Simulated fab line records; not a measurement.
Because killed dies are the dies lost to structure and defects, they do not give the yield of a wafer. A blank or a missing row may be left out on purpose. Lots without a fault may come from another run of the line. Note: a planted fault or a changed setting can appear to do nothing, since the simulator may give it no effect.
The tool behind it: which one? ; flow sky130 ; Sampling: 24 lots, 72 wafers, 6 of 708 route steps

== WHAT THE GAUGES READ, wafer by wafer ==
SKY_NWELL_OVL_MEAS_10. Usual: NWELL_00_OVL gives 0.8 nm (standard deviation 1.5).
lot;measured;on;NWELL_00_OVL (nm);flag
L074;day 4 10:47;overlay-01;2.1 0.3 2.5;
L075;day 4 18:16;overlay-01;0.6 -0.4 -1.3;
L076;day 5 00:41;overlay-02;0.9 -0.1 -0.3;
L077;day 5 06:58;overlay-01;0.8 -0.8 0.3;
L078;day 5 11:17;overlay-02;2.4 2.5 2.8;
L079;day 5 20:13;overlay-01;2.0 1.0 2.4;
L080;day 6 03:08;overlay-01;3.0 3.1 4.6;
L081;day 6 10:20;overlay-01;1.3 3.5 1.4;
L082;day 6 14:59;overlay-01;1.3 3.0 -0.2;
L083;day 6 17:41;overlay-02;-0.7 -1.3 0.2;
L084;day 6 22:46;overlay-02;2.8 2.1 2.0;
L085;day 7 07:17;overlay-01;-0.4 -0.7 1.1;
L086;day 7 10:37;overlay-02;1.0 2.2 -0.3;
L087;day 7 18:25;overlay-01;0.4 1.0 0.2;
L088;day 7 20:38;overlay-02;-2.2 -2.2 0.3;
L089;day 7 23:32;overlay-02;-1.1 -0.5 0.6;
L090;day 8 14:37;overlay-01;2.1 1.8 2.4;
L091;day 8 15:11;overlay-02;0.1 1.4 2.0;
L092;day 8 21:44;overlay-02;-1.1 -1.0 -1.5;
L093;day 9 03:20;overlay-01;-0.9 -0.7 0.5;
L094;day 9 09:08;overlay-01;1.4 1.6 1.4;
L095;day 9 17:58;overlay-02;0.1 0.1 1.3;
L096;day 10 04:31;overlay-02;-0.3 1.4 2.0;
L097;day 10 12:08;overlay-01;2.6 0.2 -0.9;

SKY_METAL2_RS_MEAS_05: uses a four-point probe to measure. Usual: METAL2_ALCU_RS gives 0.1265 ohm/sq (standard deviation 0.0021).
lot;measured;on;METAL2_ALCU_RS (ohm/sq);flag
L074;day 33 23:46;film metro-01;0.1291 0.1271 0.1263;
L075;day 34 13:05;film metro-01;0.1306 0.1281 0.1295;
L076;day 34 19:35;film metro-01;0.1287 0.1261 0.1279;
L077;day 35 04:29;film metro-02;0.1273 0.1274 0.1274;
L078;day 35 12:23;film metro-01;0.1277 0.1260 0.1282;
L079;day 35 22:39;film metro-04;0.1263 0.1258 0.1259;
L080;day 36 08:22;film metro-02;0.1265 0.1288 0.1300;
L081;day 36 14:17;film metro-02;0.1244 0.1253 0.1282;
L082;day 36 22:29;film metro-02;0.1313 0.1276 0.1302;
L083;day 36 22:50;film metro-02;0.1274 0.1237 0.1287;
L084;day 37 13:40;film metro-02;0.1218 0.1255 0.1251;
L085;day 37 20:52;film metro-02;0.1255 0.1279 0.1236;
L086;day 38 02:11;film metro-02;0.1246 0.1250 0.1272;
L087;day 38 06:50;film metro-02;0.1249 0.1276 0.1273;
L088;day 38 11:11;film metro-01;0.1275 0.1270 0.1254;
L089;day 38 13:41;film metro-01;0.1243 0.1224 0.1237;
L090;day 39 07:47;film metro-02;0.1258 0.1273 0.1253;
L091;day 39 08:19;film metro-02;0.1275 0.1253 0.1238;
L092;day 39 17:43;film metro-02;0.1287 0.1287 0.1279;
L093;day 40 00:10;film metro-04;0.1252 0.1287 0.1274;
L094;day 40 08:47;film metro-01;0.1236 0.1223 0.1228;
L095;day 40 15:33;film metro-02;0.1245 0.1278 0.1242;
L096;day 41 04:47;film metro-01;0.1298 0.1260 0.1310;
L097;day 41 08:37;film metro-02;0.1265 0.1260 0.1262;

SKY_VIA4_RS_MEAS_19: uses a four-point probe to measure. Usual: VIA4_W_RS gives 0.225 ohm/sq (standard deviation 0.0052).
lot;measured;on;VIA4_W_RS (ohm/sq);flag
L074;day 42 18:29;film metro-03;0.227 0.226 0.227;
L075;day 43 06:26;film metro-03;0.225 0.226 0.228;
L076;day 43 13:52;film metro-02;0.225 0.221 0.224;
L077;day 43 18:41;film metro-01;0.226 0.229 0.224;
L078;day 44 04:28;film metro-02;0.226 0.226 0.223;
L079;day 44 12:23;film metro-02;0.229 0.217 0.217;
L080;day 44 19:41;film metro-02;0.224 0.225 0.223;
L081;day 45 02:04;film metro-02;0.229 0.218 0.231;
L082;day 45 06:23;film metro-02;0.219 0.232 0.219;
L083;day 45 09:08;film metro-02;0.226 0.225 0.215;
L084;day 45 19:57;film metro-02;0.228 0.221 0.230;
L085;day 46 03:20;film metro-02;0.222 0.228 0.227;
L086;day 46 05:55;film metro-02;0.218 0.229 0.221;
L087;day 46 09:58;film metro-01;0.216 0.217 0.226;
L088;day 46 14:31;film metro-02;0.229 0.223 0.230;
L089;day 46 16:34;film metro-02;0.231 0.232 0.227;
L090;day 47 07:01;film metro-03;0.227 0.215 0.226;
L091;day 47 07:38;film metro-02;0.231 0.227 0.230;
L092;day 47 14:42;film metro-02;0.226 0.230 0.227;
L093;day 47 20:31;film metro-03;0.227 0.227 0.227;
L094;day 48 03:11;film metro-02;0.216 0.213 0.225;
L095;day 48 09:28;film metro-01;0.216 0.227 0.228;
L096;day 48 20:06;film metro-01;0.216 0.217 0.228;
L097;day 48 21:49;film metro-01;0.213 0.215 0.217;

SKY_PASSIVATION_THK_MEAS_03. Usual: PASSIVATION_CVD_02_THK gives 544 nm (standard deviation 7.9).
lot;measured;on;PASSIVATION_CVD_02_THK (nm);flag
L074;day 43 19:34;film metro-03;542 536 547;
L075;day 44 06:47;film metro-01;548 528 557;
L076;day 44 15:01;film metro-04;544 547 536;
L077;day 44 19:42;film metro-04;540 550 550;
L078;day 45 03:44;film metro-01;544 551 550;
L079;day 45 11:28;film metro-01;533 545 553;
L080;day 45 18:58;film metro-01;541 542 551;
L081;day 46 00:20;film metro-01;542 548 546;
L082;day 46 04:56;film metro-03;541 534 547;
L083;day 46 07:55;film metro-04;538 546 544;
L084;day 46 18:35;film metro-04;535 539 552;
L085;day 47 01:10;film metro-03;538 538 543;
L086;day 47 04:17;film metro-03;534 542 555;
L087;day 47 07:52;film metro-04;529 545 535;
L088;day 47 13:04;film metro-03;549 554 548;
L089;day 47 14:40;film metro-01;541 551 559;
L090;day 48 04:35;film metro-01;536 550 554;
L091;day 48 05:07;film metro-01;539 550 547;
L092;day 48 12:19;film metro-03;550 553 556;
L093;day 48 16:46;film metro-03;528 533 535;
L094;day 48 23:42;film metro-01;547 561 557;
L095;day 49 05:53;film metro-04;531 546 550;
L096;day 49 15:25;film metro-01;541 546 546;
L097;day 49 17:27;film metro-01;533 533 543;

== TOOL THAT RAN EACH LOT (tool first, then ch and the chambers of the sampled wafers, then the start) ==
lot;SKY_LI_CONTACT_ETCH_15;SKY_METAL2_SPUTTER_03
L074;rie diel-01 ch 1,3, day 29 00:38;pvd sputter-03, day 33 23:42
L075;rie diel-02 ch 1,2,3, day 29 13:37;pvd sputter-04, day 34 11:24
L076;rie diel-01 ch 1,2,3, day 29 23:10;pvd sputter-03, day 34 19:28
L077;rie diel-03 ch 0,1, day 30 09:40;pvd sputter-04, day 35 04:22
L078;rie diel-02 ch 0,2,3, day 30 17:28;pvd sputter-03, day 35 12:17
L079;rie diel-02 ch 1,2, day 31 04:46;pvd sputter-01, day 35 22:35
L080;rie diel-01 ch 1,3, day 31 15:34;pvd sputter-01, day 36 08:19
L081;rie diel-01 ch 1,2,3, day 31 21:47;pvd sputter-03, day 36 14:13
L082;rie diel-02 ch 0,1,3, day 32 03:22;pvd sputter-03, day 36 22:25
L083;rie diel-01 ch 0,3, day 32 05:20;pvd sputter-03, day 36 22:46
L084;rie diel-02 ch 0,1,3, day 32 21:10;pvd sputter-03, day 37 13:37
L085;rie diel-01 ch 2,3, day 33 04:35;pvd sputter-03, day 37 20:47
L086;rie diel-03 ch 1,2, day 33 09:58;pvd sputter-03, day 38 02:04
L087;rie diel-03 ch 1,2,3, day 33 15:10;pvd sputter-03, day 38 06:46
L088;rie diel-03 ch 1,2, day 33 20:10;pvd sputter-03, day 38 11:04
L089;rie diel-01 ch 2,3, day 33 23:29;pvd sputter-03, day 38 13:36
L090;rie diel-03 ch 0,1, day 34 17:04;pvd sputter-03, day 39 07:43
L091;rie diel-02 ch 0,2, day 34 17:58;pvd sputter-03, day 39 08:15
L092;rie diel-02 ch 0,3, day 35 05:28;pvd sputter-04, day 39 17:40
L093;rie diel-03 ch 1,2,3, day 35 09:52;pvd sputter-03, day 40 00:04
L094;rie diel-03 ch 0,1,2, day 35 19:28;pvd sputter-03, day 40 08:40
L095;rie diel-02 ch 1,2,3, day 36 04:10;pvd sputter-03, day 40 15:29
L096;rie diel-03 ch 0,2,3, day 36 15:34;pvd sputter-01, day 41 04:43
L097;rie diel-03 ch 0,2, day 36 22:10;pvd sputter-03, day 41 08:32
- SKY_LI_CONTACT_ETCH_15: etches PSG in C4F8/O2/Ar, stops on Si, target depth 600 nm.
- SKY_METAL2_SPUTTER_03: material Ti, target thk 5 nm, time 3.3 s.

== WHAT THE TOOLS THEMSELVES READ (means of the sampled wafers that have a number; where no wafer has one, the mark that the record gives instead) ==
SKY_LI_CONTACT_ETCH_15. Usual: bias w 1200 W, standard deviation 3.2; oes product au 0.837 a.u., standard deviation 0.0046.
lot;tool;bias w (W);oes product au (a.u.);flag
L074;rie diel-01;1200;0.838;
L075;rie diel-02;1198;0.836;
L076;rie diel-01;1202;0.835;
L077;rie diel-03;1201;0.841;
L078;rie diel-02;1201;0.835;
L079;rie diel-02;1202;0.838;
L080;rie diel-01;1203;0.837;
L081;rie diel-01;1200;0.840;
L082;rie diel-02;1200;0.833;
L083;rie diel-01;1201;0.838;
L084;rie diel-02;1198;0.838;
L085;rie diel-01;1199;0.836;
L086;rie diel-03;1201;0.842;
L087;rie diel-03;1202;0.834;
L088;rie diel-03;1196;0.838;
L089;rie diel-01;1202;0.833;
L090;rie diel-03;1199;0.838;
L091;rie diel-02;1199;0.839;
L092;rie diel-02;1198;0.838;
L093;rie diel-03;1199;0.843;
L094;rie diel-03;1198;0.833;
L095;rie diel-02;1201;0.837;
L096;rie diel-03;1198;0.835;
L097;rie diel-03;1200;0.838;

SKY_METAL2_SPUTTER_03. Usual: throttle valve pct reads 30.3 % (standard deviation 1.3).
lot;tool;throttle valve pct (%);flag
L074;pvd sputter-03;31.4;
L075;pvd sputter-04;28.5;
L076;pvd sputter-03;30.0;
L077;pvd sputter-04;28.5;
L078;pvd sputter-03;29.6;
L079;pvd sputter-01;29.0;
L080;pvd sputter-01;29.2;
L081;pvd sputter-03;31.2;
L082;pvd sputter-03;30.5;
L083;pvd sputter-03;30.2;
L084;pvd sputter-03;31.1;
L085;pvd sputter-03;31.1;
L086;pvd sputter-03;30.4;
L087;pvd sputter-03;29.7;
L088;pvd sputter-03;30.3;
L089;pvd sputter-03;30.2;
L090;pvd sputter-03;31.5;
L091;pvd sputter-03;30.6;
L092;pvd sputter-04;29.6;
L093;pvd sputter-03;30.6;
L094;pvd sputter-03;30.8;
L095;pvd sputter-03;30.7;
L096;pvd sputter-01;29.3;
L097;pvd sputter-03;32.0;

== THE ANSWER, worked out from the rows above alone ==
Rule: a lot counts as off when the mean over its wafers that have a number is more than 3 standard deviations away from the usual mean. Also off: a lot with no number at a reading for which 4 or more lots have one. The other lots that the step has rows for count as sound. After the gauges, taken in route order, come the tools' own readings; for these a lot's mean is taken, as printed above. At the first step where some lot is off, the reading lying furthest off is the one used; lots without a number count as furthest.
None of the lots is off at any reading shown; this tells nothing.

== WHAT WAS PUT IN BY THE SIMULATOR ==
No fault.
